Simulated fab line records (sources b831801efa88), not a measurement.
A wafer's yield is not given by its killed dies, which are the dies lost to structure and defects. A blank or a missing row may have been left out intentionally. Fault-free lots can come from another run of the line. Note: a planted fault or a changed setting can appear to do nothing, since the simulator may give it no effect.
fab line records ; flow sky130
[record] lots = 6; wafers = 18; lastDay = 50
route steps=708 shown POLY_GATE@235 LDD_N@237 PAD_OPEN@708
lots with no fault: from the same line, run without faults
startH: start of the lot's first displayed wafer, in hours after the record's first day ; waitH: time in hours since the lot's previous step ; " same as the row above ; L1.1+2: several wafers, shown together as one row ; - no value present, or no start provided ; * or withheld: withheld ; < > ~ a bound
route shown NAME@n: a module of which the file shows steps, and the number in the route of the first ; usual: mean/standard deviation taken from wafers without a fault ; same: alike in all rows ; chamber/n: place in a boat ; sites: readings site by site ; _std_site: standard deviation of those values ; _edge_site: mean of outer sites minus mean of inner sites ; radiusMm: for every site, how far away it sits from the centre of the wafer ; mask NAME#n: copy n ; behind: the tool/chamber that last shaped the wafer ; hold: cause of the lot's hold/its duration in hours/its outcome ; device: which transistor (n, p or np) failed to switch ; end of line: the route-end tests of the same wafers ; for a step that has no rows: nothing shown but its recipe ; killed: dies lost to structure and defects at the first sort, not the wafer's yield ; map: shows each die of a wafer: x if killed, . if not, _ if none is there
set.NAME: the setting as run; set.NAME@STEP: as run at that earlier step ; model.NAME: the simulator's own value behind a step, which no gauge read
lots at selected steps of the route; one table per step, one row per wafer
services: when a tool's chamber went out of use (startH, in hours from the record's first day, below 0 if earlier), for how many hours, and the reason
[[steps]]
[step SKY_POLY_GATE_THK_MEAS_21]
[recipe] reads = SiO2_of_POLY_GATE_OXIDATION_20
[usual] POLY_GATE_OXIDATION_THK = 4.02/0.076
lot.wafer;tool;chamber;startH;waitH;POLY_GATE_OXIDATION_THK[nm]
L982.2;filmMetro-03;-;374.64;0.0;3.99
L982.4;filmMetro-03;-;374.64;0.0;3.94
L982.6;filmMetro-03;-;374.64;0.0;3.91
L992.2;filmMetro-03;-;460.05;0.0;4.05
L992.4;filmMetro-03;-;460.05;0.0;4.05
L992.6;filmMetro-03;-;460.05;0.0;4.02
L993.2;filmMetro-03;-;471.26;0.0;4.00
L993.4;filmMetro-03;-;471.26;0.0;4.02
L993.6;filmMetro-03;-;471.26;0.0;4.03
L101.1;filmMetro-03;-;540.54;0.0;3.90
L101.2;filmMetro-03;-;540.54;0.0;3.92
L101.5;filmMetro-03;-;540.54;0.0;3.94
L102.2;filmMetro-01;-;547.69;0.0;4.09
L102.4;filmMetro-01;-;547.69;0.0;4.09
L102.6;filmMetro-01;-;547.69;0.0;4.03
L104.2;filmMetro-02;-;577.19;0.0;3.89
L104.3;filmMetro-02;-;577.19;0.0;3.88
L104.4;filmMetro-02;-;577.19;0.0;3.83
[step SKY_POLY_GATE_CD_MEAS_22]
[usual] cdNm = 150.9/2.9
lot.wafer;tool;chamber;startH;waitH;cdNm
L982.2;cdSem-02;-;374.72;0.1;153.5
L982.4;cdSem-02;-;374.72;0.1;151.2
L982.6;cdSem-02;-;374.72;0.1;153.8
L992.2;cdSem-01;-;460.13;0.1;150.7
L992.4;cdSem-01;-;460.13;0.1;153.7
L992.6;cdSem-01;-;460.13;0.1;155.6
L993.2;cdSem-01;-;471.34;0.1;148.0
L993.4;cdSem-01;-;471.34;0.1;148.1
L993.6;cdSem-01;-;471.34;0.1;150.6
L101.1;cdSem-01;-;540.60;0.1;152.8
L101.2;cdSem-01;-;540.60;0.1;154.9
L101.5;cdSem-01;-;540.60;0.1;152.3
L102.2;cdSem-02;-;547.77;0.1;145.9
L102.4;cdSem-02;-;547.77;0.1;150.6
L102.6;cdSem-02;-;547.77;0.1;147.6
L104.2;cdSem-02;-;577.27;0.1;151.6
L104.3;cdSem-02;-;577.27;0.1;154.0
L104.4;cdSem-02;-;577.27;0.1;150.5
[step SKY_LDD_N_DEHYDRATE_00]
[recipe] tempC = 200; timeS = 60
[step SKY_LDD_N_HMDS_01]
[recipe] primeTimeS = 60; primeTempC = 120
[step SKY_LDD_N_COAT_02]
[recipe] resist = NOVOLAK; spinRpm = 3000; resistThkNm = 300
[step SKY_LDD_N_SOFTBAKE_03]
[recipe] tempC = 90; timeS = 60; resist = NOVOLAK
[step SKY_LDD_N_EXPOSE_04]
[recipe] maskId = NTM; targetCdNm = 840; na = 0.6; sourceShape = conventional; sigmaOuter = 0.6; doseMj = 110
[step SKY_LDD_N_PEB_05]
[recipe] tempC = withheld; timeS = *; resist = NOVOLAK
[step SKY_LDD_N_DEVELOP_06]
[recipe] developTimeS = 60; devTempC = 23
[step SKY_LDD_N_OVL_MEAS_07]
[usual] LDD_N_OVL = -0.4/1.5
lot.wafer;tool;chamber;startH;waitH;LDD_N_OVL[nm]
L982.2;overlay-01;-;403.60;0.1;2.7
L982.4;overlay-01;-;403.60;0.1;1.9
L982.6;overlay-01;-;403.60;0.1;1.3
L992.2;overlay-01;-;490.90;0.1;1.1
L992.4;overlay-01;-;490.90;0.1;-0.1
L992.6;overlay-01;-;490.90;0.1;1.1
L993.2;overlay-02;-;502.00;0.1;2.9
L993.4;overlay-02;-;502.00;0.1;0.2
L993.6;overlay-02;-;502.00;0.1;-0.2
L101.1;overlay-02;-;570.15;0.1;-1.3
L101.2;overlay-02;-;570.15;0.1;-0.9
L101.5;overlay-02;-;570.15;0.1;-0.8
L102.2;overlay-02;-;576.66;0.1;-1.9
L102.4;overlay-02;-;576.66;0.1;-0.2
L102.6;overlay-02;-;576.66;0.1;0.1
L104.2;overlay-02;-;606.43;0.1;-2.1
L104.3;overlay-02;-;606.43;0.1;-2.3
L104.4;overlay-02;-;606.43;0.1;-1.5
[step SKY_LDD_N_IMPLANT_08]
[recipe] species = As; energyKev = 20; doseCm2 = 7.5e+13; tiltDeg = withheld; rotationDeg = 23
[step SKY_LDD_N_IMPLANT_09]
[recipe] species = As; energyKev = 20; doseCm2 = 7.5e+13; tiltDeg = withheld; rotationDeg = 113
[step SKY_LDD_N_IMPLANT_10]
[recipe] species = As; energyKev = 20; doseCm2 = 7.5e+13; tiltDeg = withheld; rotationDeg = 203
[usual] rotationDeg = 203.00/0.032
lot.wafer;tool;chamber;startH;waitH;rotationDeg
L982.2;implanter-03;0;403.95;0.1;203.02
L982.4;implanter-03;0;403.95;0.1;203.04
L982.6;implanter-03;0;403.95;0.1;203.01
L992.2;implanter-02;0;491.25;0.1;203.03
L992.4;implanter-02;0;491.25;0.1;203.02
L992.6;implanter-02;0;491.25;0.1;203.00
L993.2;implanter-03;0;502.35;0.1;203.00
L993.4;implanter-03;0;502.35;0.1;202.99
L993.6;implanter-03;0;502.35;0.1;202.96
L101.1;implanter-03;0;570.49;0.1;275.07
L101.2;implanter-03;0;570.49;0.1;275.06
L101.5;implanter-03;0;570.49;0.1;275.01
L102.2;implanter-03;0;577.01;0.1;275.07
L102.4;implanter-03;0;577.01;0.1;274.99
L102.6;implanter-03;0;577.01;0.1;275.03
L104.2;implanter-04;0;606.79;0.1;202.99
L104.3;implanter-04;0;606.79;0.1;203.05
L104.4;implanter-04;0;606.79;0.1;203.03
[step SKY_LDD_N_IMPLANT_11]
[recipe] species = As; energyKev = 20; doseCm2 = 7.5e+13; tiltDeg = withheld; rotationDeg = 293
[step SKY_PAD_OPEN_PROBE_99]
[usual] killed_at_M0_to_M3 = 43/6.8; killed_at_M4_up = 3.3/2.1; killedAtContacts = 24/5; killedAtFrontEnd = 15/4.4; killedAtOther = 0.3/0.57; killedDies = 86/9.7; killedOpen = 47/7.3; killedShort = 39/6.1
[same] grossDies = 492; killedAtBackSide = 0
lot.wafer;tool;chamber;startH;waitH;killed_at_M0_to_M3;killed_at_M4_up;killedAtContacts;killedAtFrontEnd;killedAtOther;killedDies;killedOpen;killedShort
L982.2;prober-02;-;1078.57;0.1;40;5;32;12;0;89;55;34
L982.4;prober-02;-;1078.67;0.2;22;3;26;23;0;74;45;29
L982.6;prober-02;-;1078.77;0.2;46;2;16;24;0;88;46;42
L992.2;prober-02;-;1137.21;0.1;42;1;27;14;2;86;49;34
L992.4;prober-02;-;1137.31;0.2;39;4;23;18;0;84;43;41
L993.2;prober-01;-;1143.43;0.1;45;7;23;8;0;83;39;42
L993.4;prober-01;-;1143.53;0.2;48;6;22;8;0;84;40;44
L993.6;prober-01;-;1143.63;0.2;46;6;23;14;0;89;46;43
L101.1;prober-02;-;1185.24;0.1;56;4;24;18;0;102;49;53
L101.2;prober-02;-;1185.29;0.1;47;3;24;9;0;83;46;37
L101.5;prober-02;-;1185.44;0.2;44;3;44;16;0;107;55;48
L102.2;prober-02;-;1186.76;0.1;48;4;25;17;0;94;55;39
L102.4;prober-02;-;1186.86;0.2;44;4;31;18;0;97;54;43
L102.6;prober-02;-;1186.96;0.2;33;0;15;21;0;69;33;36
// killed by level:class
L982.2 CONTACT:geometricParticle:open=12 VIA2:geometricParticle:open=11 VIA1:geometricParticle:open=10 LI_CONTACT:geometricParticle:open=8 FIELD_ISO:geometricParticle:short=6 METAL4:geometricParticle:short=5 METAL1:geometricParticle:short=5 CONTACT:geometricParticle:short=4
L982.4 CONTACT:geometricParticle:open=10 POLY_GATE:geometricParticle:open=6 LI_CONTACT:geometricParticle:open=6 POLY_GATE:geometricParticle:short=5 VIA3:geometricParticle:open=5 FIELD_ISO:geometricParticle:open=4 LOCAL_INTERCONNECT:geometricParticle:short=4 VIA1:geometricParticle:open=4
L982.6 VIA1:geometricParticle:open=10 VIA3:geometricParticle:open=9 FIELD_ISO:geometricParticle:short=8 LI_CONTACT:geometricParticle:open=6 FIELD_ISO:geometricParticle:open=5 POLY_GATE:geometricParticle:open=5 POLY_GATE:geometricParticle:short=5 CONTACT:geometricParticle:open=5
L992.2 VIA1:geometricParticle:open=11 VIA2:geometricParticle:open=10 LI_CONTACT:geometricParticle:open=8 CONTACT:geometricParticle:short=7 METAL2:geometricParticle:short=6 VIA3:geometricParticle:open=6 CONTACT:geometricParticle:open=5 FIELD_ISO:geometricParticle:open=4
L992.4 FIELD_ISO:geometricParticle:short=9 CONTACT:geometricParticle:open=8 VIA1:geometricParticle:open=8 LI_CONTACT:geometricParticle:short=7 VIA3:geometricParticle:open=6 LI_CONTACT:geometricParticle:open=5 VIA2:geometricParticle:open=5 METAL2:geometricParticle:short=4
L993.2 LI_CONTACT:geometricParticle:open=9 CONTACT:geometricParticle:short=9 VIA1:geometricParticle:open=8 METAL2:geometricParticle:short=7 VIA1:geometricParticle:short=6 VIA3:geometricParticle:open=6 VIA2:geometricParticle:open=5 METAL1:geometricParticle:short=4
L993.4 CONTACT:geometricParticle:open=9 VIA1:geometricParticle:open=8 VIA2:geometricParticle:open=8 VIA1:geometricParticle:short=7 METAL2:geometricParticle:short=6 LI_CONTACT:geometricParticle:open=5 METAL4:geometricParticle:short=5 CONTACT:geometricParticle:short=4
L993.6 VIA1:geometricParticle:open=9 LI_CONTACT:geometricParticle:open=7 CONTACT:geometricParticle:open=7 FIELD_ISO:geometricParticle:open=6 METAL4:geometricParticle:short=6 VIA1:geometricParticle:short=5 METAL2:geometricParticle:short=5 METAL3:geometricParticle:short=5
L101.1 VIA1:geometricParticle:open=11 LI_CONTACT:geometricParticle:open=9 VIA1:geometricParticle:short=9 POLY_GATE:geometricParticle:short=7 CONTACT:geometricParticle:open=7 METAL1:geometricParticle:short=7 METAL2:geometricParticle:short=6 POLY_GATE:geometricParticle:open=6
L101.2 CONTACT:geometricParticle:open=14 VIA1:geometricParticle:open=10 METAL1:geometricParticle:short=7 VIA2:geometricParticle:open=7 VIA1:geometricParticle:short=5 CONTACT:geometricParticle:short=4 POLY_GATE:geometricParticle:short=3 LI_CONTACT:geometricParticle:open=3
L101.5 CONTACT:geometricParticle:open=14 VIA1:geometricParticle:open=12 LI_CONTACT:geometricParticle:open=10 LOCAL_INTERCONNECT:geometricParticle:short=8 CONTACT:geometricParticle:short=8 VIA2:geometricParticle:open=6 POLY_GATE:geometricParticle:short=5 VIA1:geometricParticle:short=5
L102.2 VIA3:geometricParticle:open=10 CONTACT:geometricParticle:open=8 VIA1:geometricParticle:open=8 LI_CONTACT:geometricParticle:open=7 METAL2:geometricParticle:short=7 METAL1:geometricParticle:short=7 LOCAL_INTERCONNECT:geometricParticle:short=6 VIA2:geometricParticle:open=5
L102.4 VIA1:geometricParticle:open=14 LI_CONTACT:geometricParticle:open=9 CONTACT:geometricParticle:open=9 POLY_GATE:geometricParticle:open=6 VIA2:geometricParticle:open=6 CONTACT:geometricParticle:short=5 LOCAL_INTERCONNECT:geometricParticle:short=5 METAL1:geometricParticle:short=4
L102.6 VIA1:geometricParticle:open=10 FIELD_ISO:geometricParticle:short=8 CONTACT:geometricParticle:open=7 METAL1:geometricParticle:short=6 METAL3:geometricParticle:short=6 POLY_GATE:geometricParticle:short=4 LI_CONTACT:geometricParticle:open=4 VIA1:geometricParticle:short=4
[[services]]
tool;chamber;startH;hours;kind
implanter-02;-;394.68;4.4;repair
implanter-03;-;414.65;2.5;repair
implanter-02;-;417.20;6.1;repair
implanter-04;-;423.47;4.1;pm
implanter-03;-;459.59;5.9;repair
implanter-04;-;486.94;24.7;repair
[[key]]
[firstSign] step = SKY_LDD_N_IMPLANT_10; reading = rotationDeg; direction = up; sigmas = 99+; usual = 203.00; struck = 275.04
effect none on later readings
metAt SKY_LDD_N_IMPLANT_10
struckWafers L101.1,L101.2,L101.5,L102.2,L102.4,L102.6
testerLeftOut L101,L102
onsetBetween 502.35 570.49
[fault] kind = processParameterDrift; tool = implanter-03; chamber = -; onsetH = 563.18; steps = SKY_LDD_N_IMPLANT_10; channel = rotationDeg; offset = 72.036; shape = step; endH = 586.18; actsIn = theseRecipesOnly; stated = 203
// testerLeftOut: of these lots the tester's yield and bins aren't shown, on N5 and GAA mostly nor the transistor test; their killed dies are dies lost to structure and defects alone, not to doping, threshold or leakage, so they don't give the yield
